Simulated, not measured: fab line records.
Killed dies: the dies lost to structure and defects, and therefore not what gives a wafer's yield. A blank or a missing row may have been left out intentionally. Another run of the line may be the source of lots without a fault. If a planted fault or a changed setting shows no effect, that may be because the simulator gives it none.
The same fault as seen by 2 desks || flow sky130 || only its own numbers are on each desk; what lay behind them is given at the end

## THE TOOL OWNER'S DESK: furnace-01
The tool's own readings at SKY_GATE_OXIDE_OXIDATION_01 (stabilise 600 s, purge 300 s, target thk 10.268 nm): means of the sampled wafers that have a number, for each lot that ran on this tool. If a lot's mean is further than 4 standard deviations from the usual mean, the lot is out of limits and carries the mark OUT (the distance appears in the brackets).
Columns: A = spike-tc-bottom-C at SKY_GATE_OXIDE_OXIDATION_01, usual 919.3 C; B = spike-tc-centre-C at SKY_GATE_OXIDE_OXIDATION_01, usual 899.8 C; C = spike-tc-lower-C at SKY_GATE_OXIDE_OXIDATION_01, usual 900.6 C; D = spike-tc-top-C at SKY_GATE_OXIDE_OXIDATION_01, usual 905.8 C; E = spike-tc-upper-C at SKY_GATE_OXIDE_OXIDATION_01, usual 899.9 C
{"lot": "L904", "first seen here": "day 14 03:04", "A": 918.8, "B": 900.6, "C": 900.6, "D": 904.3, "E": 900.7}
{"lot": "L905", "first seen here": "day 14 12:56", "A": 919.1, "B": 899.3, "C": 900.7, "D": 905.8, "E": 900.1}
{"lot": "L907", "first seen here": "day 15 06:39", "A": 919.0, "B": 899.8, "C": 900.8, "D": 905.3, "E": 900.2}
{"lot": "L912", "first seen here": "day 17 01:00", "A": 918.5, "B": 899.1, "C": 901.3, "D": 905.7, "E": 899.8}
{"lot": "L915", "first seen here": "day 17 15:30", "A": 918.4, "B": 899.6, "C": 900.7, "D": 904.4, "E": 900.4}
{"lot": "L916", "first seen here": "day 18 04:34", "A": "910.3 (-5.3) OUT", "B": "890.2 (-9.6) OUT", "C": "890.8 (-8.9) OUT", "D": "896.5 (-6.7) OUT", "E": "892.3 (-5.1) OUT"}
{"lot": "L918", "first seen here": "day 18 21:47", "A": "910.1 (-5.4) OUT", "B": "889.3 (-11) OUT", "C": "889.4 (-10) OUT", "D": "895.4 (-7.4) OUT", "E": "891.3 (-5.8) OUT"}
Finding of this desk: L916, L918 out of limits; the first was L916 at day 18 04:34, on spike-tc-bottom-C at SKY_GATE_OXIDE_OXIDATION_01. L904, L905, L907, L912, L915 stayed within limits.

## THE METROLOGY DESK
What the gauges read, lot by lot, whatever tool the lot ran on: means of the sampled wafers that have a number. If a lot's mean is further than 4 standard deviations from the usual mean, the lot is out of limits and carries the mark OUT (the distance appears in the brackets).
Columns: A = VT_ADJUST_HVTP_TW at SKY_VT_ADJUST_HVTP_TW_MEAS_11, usual 1361; B = GATE_OXIDE_OXIDATION_00_THK at SKY_GATE_OXIDE_THK_MEAS_02, usual 10.28 nm; C = POLY_GATE_OXIDATION_THK at SKY_POLY_GATE_THK_MEAS_21, usual 4.01 nm
{"lot": "L900", "first seen here": "day 6 00:26", "A": 1363, "B": 10.38, "C": 3.97}
{"lot": "L902", "first seen here": "day 6 14:52", "A": 1361, "B": 10.43, "C": 4.03}
{"lot": "L904", "first seen here": "day 7 04:25", "A": 1358, "B": 10.00, "C": 4.00}
{"lot": "L905", "first seen here": "day 7 13:26", "A": 1360, "B": 10.34, "C": 3.92}
{"lot": "L907", "first seen here": "day 8 00:36", "A": 1353, "B": 10.33, "C": 4.02}
{"lot": "L912", "first seen here": "day 9 09:41", "A": 1370, "B": 10.49, "C": 4.07}
{"lot": "L915", "first seen here": "day 9 21:58", "A": 1348, "B": 10.39, "C": 4.12}
{"lot": "L916", "first seen here": "day 10 07:02", "A": 1365, "B": "9.29 (-5.5) OUT", "C": 4.01}
{"lot": "L918", "first seen here": "day 10 17:48", "A": 1362, "B": "9.22 (-5.9) OUT", "C": 4.01}
{"lot": "L920", "first seen here": "day 11 07:51", "A": 1365, "B": 10.44, "C": 4.12}
{"lot": "L922", "first seen here": "day 11 22:06", "A": 1363, "B": 10.18, "C": 4.02}
Per this desk, out of limits: L916, L918; the first was L916, day 18 05:59 (GATE_OXIDE_OXIDATION_00_THK at SKY_GATE_OXIDE_THK_MEAS_02). L900, L902, L904, L905, L907, L912, L915, L920, L922 stayed within limits.

## TAKEN TOGETHER
The tool owner's desk could have raised an alarm at day 18 04:34, on L916, L918.
L916, L918 would have let the metrology desk raise an alarm at day 18 05:59.
Every lot named ran SKY_GATE_OXIDE_OXIDATION_01 on furnace-01.

## WHAT HAD BEEN PUT IN BY THE SIMULATOR
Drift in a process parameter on furnace-01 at SKY_GATE_OXIDE_OXIDATION_01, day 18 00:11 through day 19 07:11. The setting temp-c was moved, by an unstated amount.
Struck lots among those shown: L916, L918.
Counting hours from when the fault started, the first reading out of limits came at 4 for the tool owner's desk and at 6 for the metrology desk.
